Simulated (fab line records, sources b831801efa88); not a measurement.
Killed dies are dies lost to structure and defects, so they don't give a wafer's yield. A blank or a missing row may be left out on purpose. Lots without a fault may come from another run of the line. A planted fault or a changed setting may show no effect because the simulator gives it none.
Which tool did it? | flow sky130 | 12 lots, 36 wafers sampled, at 1 step of a route of 708

WHAT THE GAUGES READ, wafer by wafer
SKY_NWELL_RS_MEAS_29: measures by four-point-probe.
lot  | measured     | on            | NWELL_RS (ohm/sq)
L705 | day 5 08:25  | film_metro-04 | 617.8 617.5 616.8
L706 | day 5 15:37  | film_metro-01 | 618.9 617.6 617.5
L707 | day 5 23:10  | film_metro-01 | 618.4 617.7 618.5
L708 | day 6 03:28  | film_metro-03 | 621.1 618.7 619.7
L711 | day 6 17:34  | film_metro-03 | 615.9 615.7 616.0
L714 | day 7 12:42  | film_metro-01 | 617.9 617.4 616.7
L715 | day 7 15:14  | film_metro-01 | 614.9 615.4 615.8
L716 | day 8 02:32  | film_metro-03 | 619.5 618.8 618.4
L724 | day 10 05:23 | film_metro-04 | 615.9 616.5 616.2
L725 | day 10 07:57 | film_metro-04 | 615.8 617.7 617.4
L726 | day 11 06:53 | film_metro-01 | 615.9 616.8 614.3
L728 | day 11 09:26 | film_metro-01 | 618.7 619.9 618.0

WHICH TOOL RAN EACH LOT (tool, then ch and the chambers of the sampled wafers, then the start)
The record holds no process step before these readings.

WHAT THE TOOLS THEMSELVES READ (means of the sampled wafers that have a number; where no wafer has one, the mark that the record gives instead)
The record holds no such reading with a usual standard deviation.

THE ANSWER, worked out from the rows above alone
Rule: what is usual is taken from the lots themselves. Put in order of their means at a reading, lots are off if they are a third of the lots or fewer, leave a main group of 4 or more, and stand apart from it by a gap of 3 or more times the standard deviation of the main group's means; of several such gaps the widest counts. A main group whose means are all the same, to the digits that the tables above print for the reading, isn't used. A lot without any number at a reading at which 4 lots or more have one is off too. The other lots that the step has rows for count as sound. The gauges are gone through in route order, then the tools' own readings, and for those a lot's mean is taken as printed above. The first step at which some lot is off is used, and at that step the reading that is off furthest; a lot without a number counts as furthest.
No lot is off at any reading shown: from this, nothing can be told.

WHAT THE SIMULATOR HAD PUT IN
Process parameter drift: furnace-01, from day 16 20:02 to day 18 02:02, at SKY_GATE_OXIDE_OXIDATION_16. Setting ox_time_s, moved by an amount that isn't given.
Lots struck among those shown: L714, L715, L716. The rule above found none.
